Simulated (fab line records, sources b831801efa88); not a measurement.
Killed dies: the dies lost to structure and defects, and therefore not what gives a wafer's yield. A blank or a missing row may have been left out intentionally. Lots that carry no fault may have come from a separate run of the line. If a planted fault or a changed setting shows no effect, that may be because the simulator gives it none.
Chamber matching ; flow gf180mcu ; GF_SAB_CVD_00 on pecvd-04: 3 sister chambers
The step deposits SiO2 from TEOS, target thk 50 nm, time 4.9302 s. 3 wafers are shown with their chamber, then 8 later ones without.

WAFERS, EACH WITH ITS CHAMBER
wafer;chamber;heaterPowerW (W)
L879.2;1;653
L879.4;0;590
L886.2;2;740

WAFERS WITH NO CHAMBER GIVEN
wafer;heaterPowerW (W)
L886.3;526
L886.5;538
L890.1;731
L890.3;678
L890.6;614
L891.1;701
L891.3;574
L891.6;708

EACH ONE'S CHAMBER
wafer;from the rows above;in truth
L886.3;can't be placed: 0 or 1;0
L886.5;can't be placed: 0 or 1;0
L890.1;can't be placed: 2 or 1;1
L890.3;can't be placed: 1 or 2 or 0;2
L890.6;can't be placed: 0 or 1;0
L891.1;can't be placed: 2 or 1 or 0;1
L891.3;can't be placed: 0 or 1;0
L891.6;can't be placed: 2 or 1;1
Correct placement for 0 of the 8. From these rows, 8 cannot be placed; in 8 the true chamber is one of the candidates. 0 placed wrongly.
How it was worked out, from the rows above alone: a wafer's distance from a chamber is the root of the sum, over the readings, of the square of ((its reading less the chamber's mean) divided by the reading's scatter). If the next closest chamber is less than 2 further off than the closest, the wafer can't be placed; otherwise it belongs to the closest. Each chamber's mean is taken over the wafers shown for it. The scatter: with one shown wafer a chamber, the root of the mean of the squares of how far each hidden wafer lies from its nearest shown one.
